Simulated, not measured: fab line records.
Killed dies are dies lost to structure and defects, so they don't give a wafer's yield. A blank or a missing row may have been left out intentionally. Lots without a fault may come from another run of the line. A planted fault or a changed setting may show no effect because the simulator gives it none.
fab line records	flow sky130
[record] lots = 6	wafers = 18	last-day = 50
route steps=708 shown SONOS_ONO@181 GATE_OXIDE@187 PAD_OPEN@708
lots with no fault: from the same line, run without faults
start-h: the number of hours between the record's first day and the start of the first shown wafer of the lot	wait-h: hours elapsed since this lot's preceding step	" same as the row above	L1.1+2: several wafers, shown together as one row	- no value, or no start was given	* or withheld: withheld	< > ~ a bound
route shown NAME@n: names a module that has steps shown in the file, with the first one's number in the route	usual: mean/standard deviation taken from wafers without a fault	same: alike in all rows	chamber/n: place in a boat	sites: each site's reading	_std_site: the values' standard deviation	_edge_site: outer sites' mean less inner sites'	radius-mm: for every site, how far away it sits from the centre of the wafer	mask NAME#n: copy n	behind: the most recent tool/chamber to have shaped the wafer	hold: why the lot went on hold/how many hours it stayed there/how the hold came to an end	device: the n, p or np transistor that did not switch	end of line: the route-end tests of the same wafers	step lacking rows: just its recipe	killed: dies that structure and defects cost at the first sort, which is not the same as the wafer's yield	map: the dies of a wafer, with x for killed, . for not killed, _ for no die there
set.NAME: the setting as run; set.NAME@STEP: as run at that earlier step	model.NAME: the simulator's own value behind a step, which no gauge read
lots at selected steps of the route; one table per step, one row per wafer
services: from which hour (start-h, from the record's first day; less than 0 if before it) a tool's chamber was out of use, for how many hours, and why
[[steps]]
[step SKY_SONOS_ONO_CD_MEAS_13]
[recipe] target-cd-nm = 410
[usual] cd-nm = 410.3/1.9
lot.wafer	tool	chamber	start-h	wait-h	cd-nm
L240.4	cd-sem-02	-	280.03	0.1	409.9
L240.5	"	-	"	"	409.8
L240.6	"	-	"	"	411.5
L243.1	cd-sem-02	-	307.51	0.1	406.5
L243.2	"	-	"	"	406.3
L243.3	"	-	"	"	406.5
L255.1	cd-sem-01	-	407.06	0.1	410.6
L255.5	"	-	"	"	409.9
L255.6	"	-	"	"	409.7
L256.1	cd-sem-02	-	413.92	0.1	408.7
L256.2	"	-	"	"	407.9
L256.4	"	-	"	"	407.8
L259.1	cd-sem-02	-	437.12	0.1	408.5
L259.4	"	-	"	"	411.2
L259.6	"	-	"	"	412.0
L261.4	cd-sem-01	-	454.42	0.1	411.1
L261.5	"	-	"	"	411.9
L261.6	"	-	"	"	408.6
[step SKY_SONOS_ONO_OVL_MEAS_14]
[usual] SONOS_ONO_OVL = 1.1/1.1
lot.wafer	tool	chamber	start-h	wait-h	SONOS_ONO_OVL[nm]
L240.4	overlay-02	-	280.11	0.1	0.2
L240.5	"	-	"	"	0.7
L240.6	"	-	"	"	0.7
L243.1	overlay-02	-	307.63	0.1	1.9
L243.2	"	-	"	"	1.2
L243.3	"	-	"	"	1.7
L255.1	overlay-01	-	407.18	0.1	1.0
L255.5	"	-	"	"	0.8
L255.6	"	-	"	"	0.4
L256.1	overlay-01	-	414.28	0.3	0.8
L256.2	"	-	"	"	-0.5
L256.4	"	-	"	"	1.2
L259.1	overlay-02	-	437.25	0.1	1.7
L259.4	"	-	"	"	1.7
L259.6	"	-	"	"	1.3
L261.4	overlay-01	-	454.50	0.1	-0.6
L261.5	"	-	"	"	-0.2
L261.6	"	-	"	"	0.2
[step SKY_SONOS_ONO_ETCH_15]
[recipe] target-depth-nm = 19.52	chemistry = CHF3/O2	source-w = 600	bias-w = 200	pressure-mtorr = 40	chf3-flow-sccm = 50	O2_flow_sccm = 5	time-s = 7.8
[usual] chf3-flow-sccm = 49.99/0.16	drypump-motor-current-A = 5.80/0.22	oes-product-au = 1.003/0.0087	throttle-valve-pct = 8.826/0.0096
lot.wafer	tool	chamber	start-h	wait-h	chf3-flow-sccm	drypump-motor-current-A	oes-product-au	rf-hours-counter-h	throttle-valve-pct
L240.4	rie-diel-03	1	280.12	0.0	49.84	6.05	0.988	5	8.817
L240.5	"	3	"	"	50.36	5.83	0.999	-	8.823
L240.6	"	0	"	"	49.99	5.63	0.994	-	8.836
L243.1	rie-diel-04	1	307.66	0.0	49.83	5.59	0.996	85	8.817
L243.2	"	2	"	"	50.07	6.00	1.002	11	8.834
L243.3	"	3	"	"	49.77	6.19	1.013	4	8.837
L255.1	rie-diel-04	1	407.22	0.0	50.18	5.56	0.986	88	8.826
L255.5	"	0	"	"	50.02	5.88	1.015	-	8.828
L255.6	"	1	"	"	50.19	5.59	0.993	-	8.804
L256.1	rie-diel-04	0	414.32	0.0	50.07	5.89	1.001	11	8.824
L256.2	"	3	"	"	49.89	6.21	1.007	7	8.821
L256.4	"	1	"	"	49.94	5.56	0.990	88	8.823
L259.1	rie-diel-01	1	437.29	0.0	49.94	5.49	0.998	37	8.833
L259.4	"	0	"	"	49.91	5.95	1.002	20	8.825
L259.6	"	1	"	"	50.01	5.47	1.001	-	8.834
L261.4	rie-diel-04	1	454.52	0.0	50.11	5.61	0.995	89	8.828
L261.5	"	3	"	"	49.93	6.18	1.007	-	8.798
L261.6	"	2	"	"	50.04	6.03	0.997	-	8.828
[step SKY_SONOS_ONO_WET_ETCH_16]
[recipe] chemistry = dHF	target-depth-nm = 14	dry = n2-spin	target = SiO2	dilution = 100:1	temp-c = 25	time-s = 280
[step SKY_SONOS_ONO_STRIP_17]
[recipe] chemistry = O2/N2	power-w = 1400	pressure-mtorr = 1500	platen-temp-c = withheld	o2-flow-sccm = 3000	n2-flow-sccm = 300	overash-fraction = 0.5
[usual] drypump-motor-current-A = 5.5/0.34	n2-flow-sccm = 300.1/0.88	oes-product-au = 0.711/0.0047	strip-time-to-endpoint-s = 14.10/0.037
lot.wafer	tool	chamber	start-h	wait-h	drypump-motor-current-A	n2-flow-sccm	oes-product-au	rf-hours-counter-h	strip-time-to-endpoint-s
L240.4	plasma-asher-02	0	280.26	0.0	5.4	299.5	0.714	-	14.08
L240.5	"	0	"	"	5.4	300.9	0.719	-	14.09
L240.6	"	1	"	"	6.0	300.9	0.716	-	14.03
L243.1	plasma-asher-03	0	307.77	0.0	5.5	302.0	0.718	63	14.09
L243.2	"	1	"	"	5.1	299.4	0.719	63	14.07
L243.3	"	0	"	"	5.6	300.3	0.718	-	14.10
L255.1	plasma-asher-03	1	407.33	0.0	5.1	301.2	0.717	73	14.11
L255.5	"	0	"	"	5.6	300.7	0.704	-	14.15
L255.6	"	1	"	"	5.2	298.6	0.706	-	14.18
L256.1	plasma-asher-03	1	414.43	0.0	5.1	298.1	0.713	74	14.09
L256.2	"	0	"	"	5.6	300.7	0.712	74	14.10
L256.4	"	1	"	"	5.1	300.2	0.707	-	14.13
L259.1	plasma-asher-03	1	437.39	0.0	5.2	301.0	0.719	1	14.08
L259.4	"	1	"	"	5.2	299.5	0.702	-	14.11
L259.6	"	1	"	"	5.1	300.6	0.705	-	14.11
L261.4	plasma-asher-02	0	454.66	0.0	5.4	299.8	0.711	-	14.09
L261.5	"	1	"	"	6.0	299.4	0.709	-	14.11
L261.6	"	0	"	"	5.4	299.5	0.711	-	14.10
[step SKY_SONOS_ONO_WET_ETCH_18]
[recipe] chemistry = H3PO4	target-depth-nm = 15	target = Si3N4	temp-c = 160	time-s = 172
[step SKY_GATE_OXIDE_CLEAN_00]
[recipe] chemistry = SC1/SC2	mix = 1:4:20	temp-c = 70	time-s = 150	dry = n2-spin
[step SKY_GATE_OXIDE_OXIDATION_01]
[recipe] temp-c = 900	ambient = O2	stabilise-s = 600	purge-s = 300	target-thk-a = 102.68	ox-time-s = 1473
[step SKY_GATE_OXIDE_THK_MEAS_02]
[recipe] reads = SiO2_of_GATE_OXIDE_OXIDATION_01
[usual] GATE_OXIDE_OXIDATION_00_THK = 10.27/0.19
lot.wafer	tool	chamber	start-h	wait-h	GATE_OXIDE_OXIDATION_00_THK[nm]
L240.4	film-metro-02	-	283.15	0.0	10.46
L240.5	"	-	"	"	10.27
L240.6	"	-	"	"	10.29
L243.1	film-metro-03	-	310.72	0.0	10.21
L243.2	"	-	"	"	10.13
L243.3	"	-	"	"	10.25
L255.1	film-metro-03	-	410.94	0.0	10.12
L255.5	"	-	"	"	10.02
L255.6	"	-	"	"	10.20
L256.1	film-metro-03	-	416.04	0.0	10.20
L256.2	"	-	"	"	10.18
L256.4	"	-	"	"	10.24
L259.1	film-metro-01	-	439.45	0.0	9.99
L259.4	"	-	"	"	10.05
L259.6	"	-	"	"	10.02
L261.4	film-metro-02	-	456.28	0.0	9.90
L261.5	"	-	"	"	9.98
L261.6	"	-	"	"	9.95
[step SKY_GATE_OXIDE_DEHYDRATE_03]
[recipe] temp-c = 200	time-s = 60
[step SKY_GATE_OXIDE_HMDS_04]
[recipe] prime-time-s = 60	prime-temp-c = 120
[step SKY_GATE_OXIDE_COAT_05]
[recipe] resist = NOVOLAK	spin-rpm = 3000	resist-thk-nm = 1140
[step SKY_GATE_OXIDE_SOFTBAKE_06]
[recipe] temp-c = 90	time-s = 60	resist = NOVOLAK
[usual] heater-power-total-W = 56.59/0.048
lot.wafer	tool	chamber	start-h	wait-h	heater-power-total-W
L240.4	litho-track-04	0	295.79	0.1	56.61
L240.5	"	0	"	"	56.60
L240.6	"	0	"	"	56.65
L243.1	litho-track-04	0	323.81	0.1	56.65
L243.2	"	0	"	"	56.55
L243.3	"	0	"	"	56.59
L255.1	litho-track-04	0	425.51	0.1	59.93
L255.5	"	0	"	"	60.07
L255.6	"	0	"	"	60.06
L256.1	litho-track-04	0	431.51	0.1	60.11
L256.2	"	0	"	"	60.07
L256.4	"	0	"	"	60.00
L259.1	litho-track-01	0	455.22	0.1	56.56
L259.4	"	0	"	"	56.61
L259.6	"	0	"	"	56.58
L261.4	litho-track-01	0	471.44	0.1	56.55
L261.5	"	0	"	"	56.63
L261.6	"	0	"	"	56.64
[step SKY_GATE_OXIDE_EXPOSE_07]
[recipe] mask-id = LVOM	na = 0.6	source-shape = conventional	sigma-outer = 0.6	polarization = unpolarized	target-cd-nm = 600	dose-mj = 170
[step SKY_PAD_OPEN_PROBE_99]
[usual] killed_at_M0_to_M3 = 42/7.2	killed_at_M4_up = 3.5/1.8	killed-at-contacts = 25/5.7	killed-at-front-end = 16/4.6	killed-at-other = 0.2/0.41	killed-dies = 86/9.3	killed-open = 47/6.3	killed-short = 39/5.9
[same] gross-dies = 492	killed-at-back-side = 0
lot.wafer	tool	chamber	start-h	wait-h	killed_at_M0_to_M3	killed_at_M4_up	killed-at-contacts	killed-at-front-end	killed-at-other	killed-dies	killed-open	killed-short
L240.4	prober-02	-	1077.58	0.2	35	2	17	16	0	70	38	32
L240.5	prober-02	-	1077.63	0.2	48	0	21	12	0	81	42	39
L240.6	prober-02	-	1077.68	0.2	39	3	22	9	0	73	44	29
L243.1	prober-02	-	1101.09	0.1	43	2	30	17	0	92	55	37
L243.2	prober-02	-	1101.14	0.1	52	8	29	13	0	102	61	41
L243.3	prober-02	-	1101.19	0.2	39	4	30	12	0	85	59	26
L255.1	prober-02	-	1169.83	0.1	52	3	26	16	0	97	51	46
L255.5	prober-02	-	1170.03	0.2	50	4	36	9	0	99	48	51
L255.6	prober-02	-	1170.08	0.2	31	6	26	22	0	85	45	40
L256.1	prober-01	-	1171.65	0.1	45	3	34	13	0	95	52	43
L256.2	prober-01	-	1171.70	0.1	45	5	25	15	0	90	43	47
L256.4	prober-01	-	1171.80	0.2	38	5	30	13	0	86	49	37
L259.1	prober-02	-	1183.35	0.1	51	2	18	23	0	94	52	42
L259.4	prober-02	-	1183.50	0.2	41	2	24	17	0	84	46	38
L259.6	prober-02	-	1183.60	0.2	56	3	15	19	1	94	48	46
L261.4	prober-02	-	1191.84	0.2	35	3	27	14	0	79	44	35
L261.5	prober-02	-	1191.89	0.2	36	7	22	14	1	80	38	42
L261.6	prober-02	-	1191.94	0.2	56	2	18	17	1	94	50	44
// killed by level:class
L240.4 VIA2:geometric-particle:open=10 CONTACT:geometric-particle:open=8 FIELD_ISO:geometric-particle:short=6 VIA3:geometric-particle:open=6 VIA1:geometric-particle:open=5 POLY_GATE:geometric-particle:short=4 LI_CONTACT:geometric-particle:short=4 METAL2:geometric-particle:short=4
L240.5 CONTACT:geometric-particle:open=11 METAL1:geometric-particle:short=8 VIA1:geometric-particle:open=7 VIA3:geometric-particle:open=7 VIA2:geometric-particle:open=6 VIA1:geometric-particle:short=6 LI_CONTACT:geometric-particle:open=5 VIA2:geometric-particle:short=5
L240.6 VIA1:geometric-particle:open=9 CONTACT:geometric-particle:open=7 VIA2:geometric-particle:open=7 LI_CONTACT:geometric-particle:open=6 LOCAL_INTERCONNECT:geometric-particle:short=5 VIA2:geometric-particle:short=5 METAL3:geometric-particle:short=4 VIA3:geometric-particle:open=4
L243.1 CONTACT:geometric-particle:open=15 VIA1:geometric-particle:open=11 LI_CONTACT:geometric-particle:open=7 METAL2:geometric-particle:short=7 POLY_GATE:geometric-particle:open=5 VIA3:geometric-particle:open=5 FIELD_ISO:geometric-particle:open=4 LOCAL_INTERCONNECT:geometric-particle:short=4
L243.2 CONTACT:geometric-particle:open=15 VIA1:geometric-particle:open=13 VIA3:geometric-particle:open=10 VIA1:geometric-particle:short=7 METAL4:geometric-particle:short=6 VIA2:geometric-particle:open=6 FIELD_ISO:geometric-particle:open=5 LI_CONTACT:geometric-particle:open=4
L243.3 CONTACT:geometric-particle:open=14 VIA1:geometric-particle:open=12 VIA3:geometric-particle:open=10 LI_CONTACT:geometric-particle:open=6 CONTACT:geometric-particle:short=5 LI_CONTACT:geometric-particle:short=4 VIA1:geometric-particle:short=4 METAL2:geometric-particle:short=4
L255.1 VIA1:geometric-particle:open=11 LI_CONTACT:geometric-particle:open=9 VIA2:geometric-particle:open=9 POLY_GATE:geometric-particle:short=8 CONTACT:geometric-particle:open=8 VIA3:geometric-particle:open=6 METAL2:geometric-particle:short=6 VIA2:geometric-particle:short=5
L255.5 CONTACT:geometric-particle:open=15 VIA1:geometric-particle:open=9 VIA1:geometric-particle:short=8 LI_CONTACT:geometric-particle:open=6 VIA2:geometric-particle:open=6 LI_CONTACT:geometric-particle:short=5 LOCAL_INTERCONNECT:geometric-particle:short=5 CONTACT:geometric-particle:short=5
L255.6 VIA1:geometric-particle:open=7 METAL1:geometric-particle:short=7 LI_CONTACT:geometric-particle:open=7 FIELD_ISO:geometric-particle:open=6 CONTACT:geometric-particle:short=6 VIA3:geometric-particle:open=6 FIELD_ISO:geometric-particle:short=5 METAL4:geometric-particle:short=5
L256.1 CONTACT:geometric-particle:open=14 VIA1:geometric-particle:open=13 LI_CONTACT:geometric-particle:open=7 VIA1:geometric-particle:short=7 VIA2:geometric-particle:open=7 CONTACT:geometric-particle:short=6 METAL2:geometric-particle:short=6 FIELD_ISO:geometric-particle:short=4
L256.2 VIA2:geometric-particle:open=8 VIA3:geometric-particle:open=7 VIA1:geometric-particle:open=7 LI_CONTACT:geometric-particle:short=6 LI_CONTACT:geometric-particle:open=6 CONTACT:geometric-particle:open=6 VIA1:geometric-particle:short=6 VIA3:geometric-particle:short=6
L256.4 LI_CONTACT:geometric-particle:open=10 CONTACT:geometric-particle:open=9 VIA3:geometric-particle:open=7 VIA3:geometric-particle:short=7 VIA1:geometric-particle:open=6 VIA2:geometric-particle:open=6 POLY_GATE:geometric-particle:open=5 POLY_GATE:geometric-particle:short=4
L259.1 VIA1:geometric-particle:open=14 POLY_GATE:geometric-particle:open=8 VIA2:geometric-particle:open=8 VIA1:geometric-particle:short=8 CONTACT:geometric-particle:open=7 CONTACT:geometric-particle:short=6 FIELD_ISO:geometric-particle:short=4 POLY_CUT:geometric-particle:open=4
L259.4 VIA1:geometric-particle:open=9 CONTACT:geometric-particle:open=8 VIA2:geometric-particle:open=7 POLY_GATE:geometric-particle:short=6 VIA3:geometric-particle:open=6 LI_CONTACT:geometric-particle:open=5 CONTACT:geometric-particle:short=5 METAL1:geometric-particle:short=5
L259.6 VIA1:geometric-particle:open=15 METAL1:geometric-particle:short=8 VIA3:geometric-particle:open=7 VIA1:geometric-particle:short=6 VIA2:geometric-particle:open=6 VIA2:geometric-particle:short=6 POLY_GATE:geometric-particle:open=5 POLY_GATE:geometric-particle:short=4
L261.4 LI_CONTACT:geometric-particle:open=11 POLY_GATE:geometric-particle:open=8 METAL1:geometric-particle:short=7 VIA3:geometric-particle:open=7 CONTACT:geometric-particle:short=6 CONTACT:geometric-particle:open=5 VIA1:geometric-particle:short=5 LOCAL_INTERCONNECT:geometric-particle:short=5
L261.5 CONTACT:geometric-particle:open=10 VIA1:geometric-particle:open=7 METAL4:geometric-particle:short=6 METAL2:geometric-particle:short=6 LOCAL_INTERCONNECT:geometric-particle:short=5 VIA1:geometric-particle:short=5 VIA3:geometric-particle:open=4 FIELD_ISO:geometric-particle:short=3
L261.6 VIA3:geometric-particle:open=14 VIA1:geometric-particle:open=10 POLY_GATE:geometric-particle:short=7 LI_CONTACT:geometric-particle:open=7 VIA2:geometric-particle:open=7 METAL2:geometric-particle:short=6 VIA1:geometric-particle:short=6 METAL3:geometric-particle:short=4
[[services]]
tool	chamber	start-h	hours	kind
rie-diel-03	0	268.92	7.4	repair
rie-diel-01	0	281.57	2.3	repair
rie-diel-03	3	282.89	19.0	repair
rie-diel-01	2	320.89	7.3	repair
rie-diel-04	-	331.79	0.2	repair
rie-diel-03	0	333.01	12.0	repair
rie-diel-03	-	339.80	1.3	repair
rie-diel-04	2	341.63	2.1	repair
rie-diel-04	-	357.03	0.1	repair
rie-diel-04	2	374.29	35.1	repair
rie-diel-03	2	375.96	-	clean
rie-diel-03	2	375.96	9.2	scheduled-down
plasma-asher-03	-	421.25	9.0	pm
plasma-asher-03	0	421.25	9.0	vent-cycle
plasma-asher-03	1	421.25	9.0	vent-cycle
plasma-asher-02	-	423.92	1.6	repair
plasma-asher-03	0	430.25	-	clean
plasma-asher-03	1	430.25	-	clean
rie-diel-03	-	431.50	4.3	pm
rie-diel-04	0	436.42	13.1	repair
plasma-asher-03	-	438.06	2.0	repair
rie-diel-01	0	459.92	3.1	repair
rie-diel-04	-	466.20	4.3	pm
rie-diel-04	-	470.53	4.0	pm
[[key]]
[first-sign] step = SKY_GATE_OXIDE_SOFTBAKE_06	reading = heater-power-total-W	direction = up	sigmas = 71	usual = *	struck = *
effect none on later readings
met-at SKY_GATE_OXIDE_SOFTBAKE_06
struck-wafers L255.1,L255.5,L255.6,L256.1,L256.2,L256.4
tester-left-out L255,L256
onset-between 323.81 425.51
[fault] kind = process-parameter-drift	tool = litho-track-04	chamber = -	onset-h = 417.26	steps = SKY_GATE_OXIDE_SOFTBAKE_06	channel = time-s	offset = *	shape = step	end-h = 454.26	acts-in = *	stated = *
// tester-left-out: of these lots the tester's yield and bins aren't shown, on N5 and GAA mostly nor the transistor test; their killed dies are dies lost to structure and defects alone, not to doping, threshold or leakage, so they don't give the yield
